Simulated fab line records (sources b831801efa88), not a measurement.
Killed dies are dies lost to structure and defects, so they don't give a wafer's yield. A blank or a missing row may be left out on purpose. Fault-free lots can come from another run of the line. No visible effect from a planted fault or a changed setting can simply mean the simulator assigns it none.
Matching of chambers || flow sfq-line || SFQ_TRILAYER_I5_BARC_OPEN_VIA_ETCH_200 on rie-diel-01: 4 sister chambers
The step etches BARC in O2, target depth 125 nm, time 41.7 s. 8 wafers are shown with their chamber, then 7 later ones without.

== WAFERS, EACH WITH ITS CHAMBER ==
{"wafer": "L418.3", "chamber": 2, "oes-product-au (a.u.)": 0.679}
{"wafer": "L419.4", "chamber": 3, "oes-product-au (a.u.)": 0.685}
{"wafer": "L419.6", "chamber": 0, "oes-product-au (a.u.)": 0.685}
{"wafer": "L422.2", "chamber": 1, "oes-product-au (a.u.)": 0.692}
{"wafer": "L422.5", "chamber": 3, "oes-product-au (a.u.)": 0.681}
{"wafer": "L422.6", "chamber": 2, "oes-product-au (a.u.)": 0.687}
{"wafer": "L423.1", "chamber": 0, "oes-product-au (a.u.)": 0.688}
{"wafer": "L423.2", "chamber": 1, "oes-product-au (a.u.)": 0.685}

== WAFERS WITHOUT THEIR CHAMBER ==
{"wafer": "L423.5", "oes-product-au (a.u.)": 0.693}
{"wafer": "L425.2", "oes-product-au (a.u.)": 0.683}
{"wafer": "L425.3", "oes-product-au (a.u.)": 0.687}
{"wafer": "L425.4", "oes-product-au (a.u.)": 0.683}
{"wafer": "L433.4", "oes-product-au (a.u.)": 0.685}
{"wafer": "L433.5", "oes-product-au (a.u.)": 0.682}
{"wafer": "L433.6", "oes-product-au (a.u.)": 0.687}

== CHAMBER TAKEN BY EACH ==
{"wafer": "L423.5", "from the rows above": "can't be placed: 1 or 0 or 2 or 3", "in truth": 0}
{"wafer": "L425.2", "from the rows above": "can't be placed: 2 or 3 or 0 or 1", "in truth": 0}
{"wafer": "L425.3", "from the rows above": "can't be placed: 0 or 1 or 2 or 3", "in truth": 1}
{"wafer": "L425.4", "from the rows above": "can't be placed: 2 or 3 or 0 or 1", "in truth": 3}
{"wafer": "L433.4", "from the rows above": "can't be placed: 0 or 2 or 3 or 1", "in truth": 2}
{"wafer": "L433.5", "from the rows above": "can't be placed: 2 or 3 or 0 or 1", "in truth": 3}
{"wafer": "L433.6", "from the rows above": "can't be placed: 0 or 1 or 2 or 3", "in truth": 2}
Correct placement for 0 of the 7. Unplaceable from these rows: 7, with the true chamber sitting among the candidates in 7. Number placed wrongly: 0.
How it was worked out, from the rows above alone: a wafer's distance from a chamber is the root of the sum, over the readings, of the square of ((its reading less the chamber's mean) divided by the reading's scatter). The wafer belongs to the nearest chamber; if the next one is less than 2 further off, it can't be placed. A chamber's mean is the mean of its shown wafers. The scatter: the root of (the sum of the squares of (reading less its chamber's mean) over the shown wafers, divided by (wafers less chambers)).
